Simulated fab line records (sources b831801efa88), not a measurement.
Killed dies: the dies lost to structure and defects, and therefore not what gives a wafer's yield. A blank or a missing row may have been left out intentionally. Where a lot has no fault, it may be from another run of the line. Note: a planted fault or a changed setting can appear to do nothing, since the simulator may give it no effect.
Split-lot experiment ; flow sfqLine ; route with 325 steps; 5 lots, 23 wafers read

== SPLIT DETAILS ==
At SFQ_TRILAYER_M6_DEP_SPUTTER_157 (material Nb, target thk 200 nm, time 133.3 s), the setting timeS was moved away from the recipe's 133.3 s on 12 of the 23 wafers read, by -14.9% to +13.1%. The other wafers ran this setting at the recipe's value.

No step appears in the file between the split and the reading.

== THE READING ==
Measured at SFQ_M6_RS_MEAS_938 by four-point probe: M6_NB_RS, in ohm/sq. Typical for fault-free wafers on this fab line: 0.885 ohm/sq, with standard deviation 0.011 ohm/sq.

wafer;tool, chamber at the split;timeS as run, s;against the recipe;M6_NB_RS, ohm/sq;against lot-mates on the recipe
L075.1;pvdSputter-04, -;133.3;recipe;0.867;-
L075.3;pvdSputter-04, -;133.3;recipe;0.892;-
L075.6;pvdSputter-04, -;133.3;recipe;0.868;-
L076.1;pvdSputter-06, -;133.3;recipe;0.875;-
L076.2;pvdSputter-06, -;133.3;recipe;0.887;-
L076.3;pvdSputter-06, -;113.5;-14.9%;1.047;+0.166
L076.4;pvdSputter-06, -;113.5;-14.9%;1.040;+0.159
L076.5;pvdSputter-06, -;113.5;-14.9%;1.034;+0.153
L079.1;pvdSputter-03, -;122;-8.5%;0.972;+0.091
L079.2;pvdSputter-03, -;133.3;recipe;0.877;-
L079.4;pvdSputter-03, -;122;-8.5%;0.982;+0.101
L079.5;pvdSputter-03, -;133.3;recipe;0.886;-
L079.6;pvdSputter-03, -;122;-8.5%;0.963;+0.082
L082.1;pvdSputter-03, -;133.3;recipe;0.873;-
L082.3;pvdSputter-03, -;133.3;recipe;0.882;-
L082.4;pvdSputter-03, -;150.7;+13.1%;0.789;-0.088
L082.5;pvdSputter-03, -;150.7;+13.1%;0.779;-0.098
L082.6;pvdSputter-03, -;150.7;+13.1%;0.788;-0.089
L085.1;pvdSputter-04, -;133.3;recipe;0.886;-
L085.3;pvdSputter-04, -;145.8;+9.4%;0.804;-0.083
L085.4;pvdSputter-04, -;145.8;+9.4%;0.800;-0.087
L085.5;pvdSputter-04, -;133.3;recipe;0.888;-
L085.6;pvdSputter-04, -;145.8;+9.4%;0.792;-0.095

THE FIT
A straight line over all 23 wafers: M6_NB_RS changes by -0.00936 ohm/sq for each +1% of timeS; r = -0.99; the points scatter about the line by 0.013 ohm/sq.
The same after taking each lot's own level away (the mean of its wafers on the recipe; 23 wafers): -0.00937 ohm/sq for each +1%; r = -0.99; scatter 0.013 ohm/sq.
According to that fit, moving timeS by its largest amount changes the reading by 0.14 ohm/sq.
Measured against the standard deviation above, the lots' own levels, which go from 0.8757 to 0.8870 ohm/sq, span 1.0 times it.
The two slopes agree, so the slope changes little with the lot-to-lot level.
Check: with one of the wafers moved furthest among these (-14.9%) left out of the fit, the line predicts +0.143 ohm/sq for it against its lot-mates. It came out at +0.166 ohm/sq against them.

== OTHER SPLITS ON THESE WAFERS ==
Before the reading, these wafers also passed through other splits. Each is held against what the fit with the lots' levels taken away leaves over:
other split on the same wafers;wafers away from the commonest value;r with M6_NB_RS (lot level and that fit taken away)
SFQ_TRILAYER_I4_VIA_LITHO_PEB_106 pebTimeS;9;-0.25
SFQ_TRILAYER_JJ_TRILAYER_DEP_SPUTTER_110 timeS;5;+0.15
SFQ_TRILAYER_JJ_CE_LITHO_COAT_114 resistThkNm;9;+0.28
SFQ_TRILAYER_M5_LITHO_PEB_126 pebTempC;6;+0.23
SFQ_TRILAYER_R5_LITHO_COAT_141 resistThkNm;5;+0.42
SFQ_TRILAYER_I5_LITHO_EXPOSE_145 doseMj;10;-0.17
SFQ_TRILAYER_C5_LITHO_EXPOSE_152 doseMj;8;-0.03

== THE WHOLE CHAIN: every reading that the file lists as answering this split, in the file's order ==
step;what it does;reading;change (the file's fit);r (the file's)
SFQ_TRILAYER_M6_DEP_SPUTTER_157;material Nb, target thk 200 nm, time 133.3 s;Nb_of_TRILAYER_M6_DEP_SPUTTER_157.thkNm (the simulator's own value, which no gauge read);+2.03 nm for each +1% of the setting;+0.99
SFQ_M6_RS_MEAS_938;measures by four-point-probe;M6_NB_RS;-0.00941 for each +1% of the setting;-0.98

== THE FILE'S OWN FIT ==
M6_NB_RS changes by -0.00941 ohm/sq for each +1% of timeS, r = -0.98.
